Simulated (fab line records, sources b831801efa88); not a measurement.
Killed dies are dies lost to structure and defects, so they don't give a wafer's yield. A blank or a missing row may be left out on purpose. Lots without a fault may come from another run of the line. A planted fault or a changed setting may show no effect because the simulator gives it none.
2 desks, one fault / flow sky130 / only its own numbers are on each desk; what lay behind them is given at the end

== METROLOGY DESK ==
What the gauges read for every lot (on any tool): the sampled wafers with a number, averaged. Marked OUT: a lot whose mean sits more than 4 standard deviations from the usual mean, which makes it out of limits; the brackets give that distance.
Columns: A = cd_nm at SKY_METAL3_CD_MEAS_13, usual 299.8 nm; B = VIA3_HDPCVD_THK at SKY_VIA3_THK_MEAS_01, usual 1644 nm; C = VIA3_BOW at SKY_VIA3_BOW_MEAS_03, usual 78 um
lot=L779; first seen here=day 38 08:07; A=298.7; B=1647; C=77
lot=L781; first seen here=day 38 20:32; A=298.5; B=1616; C=81
lot=L784; first seen here=day 39 18:23; A=296.7; B=1644; C=81
lot=L785; first seen here=day 40 03:59; A=303.4; B=1674; C=72
lot=L786; first seen here=day 40 16:34; A=300.9; B=1661; C=77
lot=L788; first seen here=day 41 10:33; A=296.3; B=1682; C=72
lot=L796; first seen here=day 43 14:14; A=302.5; B=1661; C=80
lot=L798; first seen here=day 44 03:22; A=300.2; B=1642; C=80
lot=L799; first seen here=day 44 03:41; A=300.0; B=1650; C=71
lot=L800; first seen here=day 44 11:07; A=299.4; B=1638; C=79
lot=L802; first seen here=day 45 01:38; A=300.2; B=1625; C=76
Finding of this desk: none of the 11 lots has anything out of limits.

== THE TOOL OWNER'S DESK: hdpcvd-02 ==
The tool's own readings at SKY_VIA3_HDPCVD_00 (deposits SiO2, target thk 1635 nm, time 272.5 s): means of the sampled wafers that have a number, for each lot that ran on this tool. Marked OUT: a lot whose mean sits more than 4 standard deviations from the usual mean, which makes it out of limits; the brackets give that distance.
Columns: A = run_length_s at SKY_VIA3_HDPCVD_00, usual 300.4 s; B = susceptor_temp_C at SKY_VIA3_HDPCVD_00, usual 399.97 C
lot=L779; first seen here=day 38 09:40; A=300.0; B=399.80
lot=L784; first seen here=day 39 19:33; A=300.1; B=400.20
lot=L785; first seen here=day 40 05:05; A=300.1; B=399.69
lot=L786; first seen here=day 40 17:37; A=300.1; B=399.83
lot=L788; first seen here=day 41 11:39; A=305.0 (+12) OUT; B=400.00
lot=L798; first seen here=day 44 04:26; A=300.2; B=400.09
lot=L802; first seen here=day 45 02:43; A=300.4; B=399.83
Finding of this desk: L788 out of limits; the first was L788 at day 41 11:39, on run_length_s at SKY_VIA3_HDPCVD_00. In limits: L779, L784, L785, L786, L798, L802.

== PUT TOGETHER ==
The tool owner's desk had the chance to raise an alarm at day 41 11:39 on L788.
At the metrology desk, nothing out of limits was observed.
The metrology desk holds a record of L788, inside its limits.
SKY_VIA3_HDPCVD_00 was run on hdpcvd-02 by each of the lots named.

== WHAT HAD BEEN PUT IN BY THE SIMULATOR ==
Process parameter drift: hdpcvd-02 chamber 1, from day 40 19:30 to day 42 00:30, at SKY_VIA3_HDPCVD_00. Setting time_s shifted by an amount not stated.
Lots struck among those shown: L788.
How many hours passed from the start of the fault until each desk's first out-of-limits reading: the tool owner's desk, 16.
